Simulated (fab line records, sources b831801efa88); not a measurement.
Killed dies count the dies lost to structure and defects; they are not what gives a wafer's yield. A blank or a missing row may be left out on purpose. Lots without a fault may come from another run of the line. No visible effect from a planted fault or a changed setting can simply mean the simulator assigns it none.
Matching of chambers    flow sky130    SKY_VIA4_CMP_02 on cmp-01: 4 sister chambers
The step polishes SiO2. 8 wafers are shown with their chamber, then 7 later ones without.

WAFERS WITH THEIR CHAMBER
wafer   chamber  motorCurrentA (A)  slurryFlowMlMin
L288.6  3        12.4               150.1
L291.2  2        14.1               149.6
L291.4  3        11.8               149.3
L294.2  0        13.7               150.9
L294.4  1        11.3               150.1
L294.6  2        14.1               149.6
L293.1  0        13.5               150.0
L293.4  1        10.7               150.3

WAFERS WITHOUT THEIR CHAMBER
wafer   motorCurrentA (A)  slurryFlowMlMin
L293.5  11.2               149.6
L299.2  13.9               149.3
L299.4  12.2               148.5
L299.5  11.3               149.5
L308.1  13.6               150.5
L308.3  11.5               150.3
L308.4  13.8               149.6

THE CHAMBER EACH PASSED THROUGH
wafer   from the rows above      in truth
L293.5  can't be placed: 1 or 3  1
L299.2  can't be placed: 2 or 0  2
L299.4  3                        3
L299.5  can't be placed: 1 or 3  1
L308.1  0                        0
L308.3  can't be placed: 1 or 3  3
L308.4  can't be placed: 2 or 0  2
Correct placement for 2 of the 7. Not placeable from these rows: 5 (in 5, the candidates include the true chamber). 0 placed wrongly.
How it was worked out, from the rows above alone: a wafer's distance from a chamber is the root of the sum, over the readings, of the square of ((its reading less the chamber's mean) divided by the reading's scatter). The wafer belongs to the nearest chamber; if the next one is less than 2 further off, it can't be placed. Each chamber's mean is taken over the wafers shown for it. The scatter is the square root of a quotient: the sum, over the shown wafers, of each reading's squared deviation from its chamber's mean, divided by wafers minus chambers.
